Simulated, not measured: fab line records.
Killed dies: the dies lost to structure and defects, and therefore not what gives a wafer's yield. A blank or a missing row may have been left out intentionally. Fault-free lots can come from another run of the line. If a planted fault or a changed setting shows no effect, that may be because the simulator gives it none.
Which tool is to blame? | flow sky130 | Sampling: 7 lots, 21 wafers, 2 of 708 route steps

## WHAT EACH GAUGE READ, for each wafer
SKY_VT_ADJUST_NCORE_TW_MEAS_11.
lot  | measured     | on            | VT_ADJUST_NCORE_TW
L825 | day 8 18:05  | film_metro-03 | 217.8 216.4 217.0
L827 | day 9 08:48  | film_metro-03 | 215.0 215.2 216.4
L829 | day 10 00:09 | film_metro-01 | 216.9 217.1 218.1
L832 | day 10 23:04 | film_metro-01 | 216.8 217.7 218.4
L842 | day 13 21:16 | film_metro-03 | 29.5 29.6 29.5
L845 | day 15 01:34 | film_metro-03 | 216.9 216.1 216.5
L847 | day 15 13:10 | film_metro-01 | 217.7 217.3 218.0

## TOOL THAT RAN EACH LOT (tool first, then ch and the chambers of the sampled wafers, then the start)
lot  | SKY_VT_ADJUST_NCORE_IMPLANT_09
L825 | implanter-01 ch 0, day 8 17:51
L827 | implanter-03 ch 0, day 9 08:33
L829 | implanter-02 ch 0, day 9 23:54
L832 | implanter-02 ch 0, day 10 22:49
L842 | implanter-03, day 13 21:03
L845 | implanter-03 ch 0, day 15 01:20
L847 | implanter-02 ch 0, day 15 12:56
- SKY_VT_ADJUST_NCORE_IMPLANT_09

## THE ANSWER, worked out from the rows above alone
Rule: what is usual is taken from the lots themselves. Put in order of their means at a reading, lots are off if they are a third of the lots or fewer, leave a main group of 4 or more, and stand apart from it by a gap of 3 or more times the standard deviation of the main group's means; of several such gaps the widest counts. Not used: any main group whose means are identical at the precision the tables above print for the reading. Also off: a lot with no number at a reading for which 4 or more lots have one. The other lots that the step has rows for count as sound.
Off: L842, seen at SKY_VT_ADJUST_NCORE_TW_MEAS_11 (VT_ADJUST_NCORE_TW). The main group has a mean of 217.0 with a standard deviation of 0.75.
A tool fits if, at a process step before that reading, it ran every lot that is off, and no sound lot after the first of them. The gauges at SKY_VT_ADJUST_NCORE_TW_MEAS_11 are tried like those tools. No candidate that was tried fits.

## WHAT THE SIMULATOR HAD INSERTED
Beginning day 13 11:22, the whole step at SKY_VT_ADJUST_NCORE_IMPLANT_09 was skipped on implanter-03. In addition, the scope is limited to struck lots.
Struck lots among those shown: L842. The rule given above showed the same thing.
